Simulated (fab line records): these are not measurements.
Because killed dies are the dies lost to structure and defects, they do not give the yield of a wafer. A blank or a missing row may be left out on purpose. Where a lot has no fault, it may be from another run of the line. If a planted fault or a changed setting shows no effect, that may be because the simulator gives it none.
A lot that was struck, set against a sound lot | flow gf180mcu | 14 steps out of a route of 602
Sound: wafers L815.3, L815.4, L815.6. Wafers struck: L801.1, L801.4, L801.5. The cause is named last.
For every step that has rows: the tool of each side, followed by ch and its chambers, followed by its first start. Under that, the readings that differ: sound wafers | struck wafers | difference of the means | sigmas: that difference in standard deviations of wafers without a fault.
alike: words and numbers the same on both sides, and readings whose means are apart by under 2 such deviations; not compared: readings that were withheld, readings missing a value for some wafer, numbers with overlapping values and no deviation given by the record, and bounds like >300 which may hide the same value.
A row with sigmas, a row that says differs or no value, or rows on one side alone: a step with any of these is where the two part. Numbers that don't overlap but have no deviation are shown without sigmas and don't part them. Lack of a reading on every wafer of one side parts them only where that side has two or more wafers.

first, 4 steps without rows for these wafers: GF_VT_IMPLANT_SOFTBAKE_25 (time 60 s); GF_VT_IMPLANT_EXPOSE_26 (exposes mask LVPWELL HV AREA, target cd 860 nm); GF_VT_IMPLANT_PEB_27; GF_VT_IMPLANT_DEVELOP_28 (develop time 60 s).
GF_VT_IMPLANT_OVL_MEAS_29:
  sound on overlay-01, day 11 21:13; struck on overlay-02, day 8 17:59
  alike: VT_IMPLANT_02_OVL
following that, these wafers have no rows for 1 step: GF_VT_IMPLANT_IMPLANT_30.
GF_VT_IMPLANT_STRIP_31: strips in O2/N2.
  sound on plasma asher-03 ch 0,1, day 11 21:25; struck on plasma asher-01 ch 0,1, day 8 18:10
  alike: chamber pressure mTorr, drypump motor current A, heater power w, n2 flow sccm, oes product au, strip time to endpoint s
  not compared: rf hours counter h
GF_VT_IMPLANT_TW_MEAS_32:
  sound on film metro-01, day 11 21:30; struck on film metro-04, day 8 18:16
  alike: VT_IMPLANT_3_TW
then, 4 steps without rows for these wafers: GF_VT_IMPLANT_DEHYDRATE_33 (time 57.75 s); GF_VT_IMPLANT_HMDS_34 (prime time 60 s); GF_VT_IMPLANT_COAT_35 (resist thk 1000 nm); GF_VT_IMPLANT_SOFTBAKE_36 (time 60 s).
GF_VT_IMPLANT_EXPOSE_37: exposes mask Nwell HV AREA, target cd 860 nm.
  sound on iline stepper-02 ch 0, day 12 06:19; struck on iline stepper-02, day 9 02:44
  no value came back on the struck wafers for exposure dose mJ cm2, focus offset nm (nm); on the sound wafers exposure dose mJ cm2 reads 139.96 139.91 139.94
  reading                            | sound                   | struck                     | difference | sigmas
  model.VT_IMPLANT.overlay y nm (nm) | -0.5588 -0.5588 -0.5588 | 0.8686 0.8686 0.8686       | +1.4274    |
  model.VT_IMPLANT.overlay x nm (nm) | -0.2506 -0.2506 -0.2506 | -0.08808 -0.08808 -0.08808 | +0.16252   |
  alike: mask
following that, these wafers have no rows for 1 step: GF_VT_IMPLANT_PEB_38.

== WHERE THEY PART ==
Within this record, at GF_VT_IMPLANT_EXPOSE_37 only.

WHY: what had been put in by the simulator
Step skipped in full: iline stepper-02, at GF_VT_IMPLANT_EXPOSE_37, from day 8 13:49 onward. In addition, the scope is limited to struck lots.
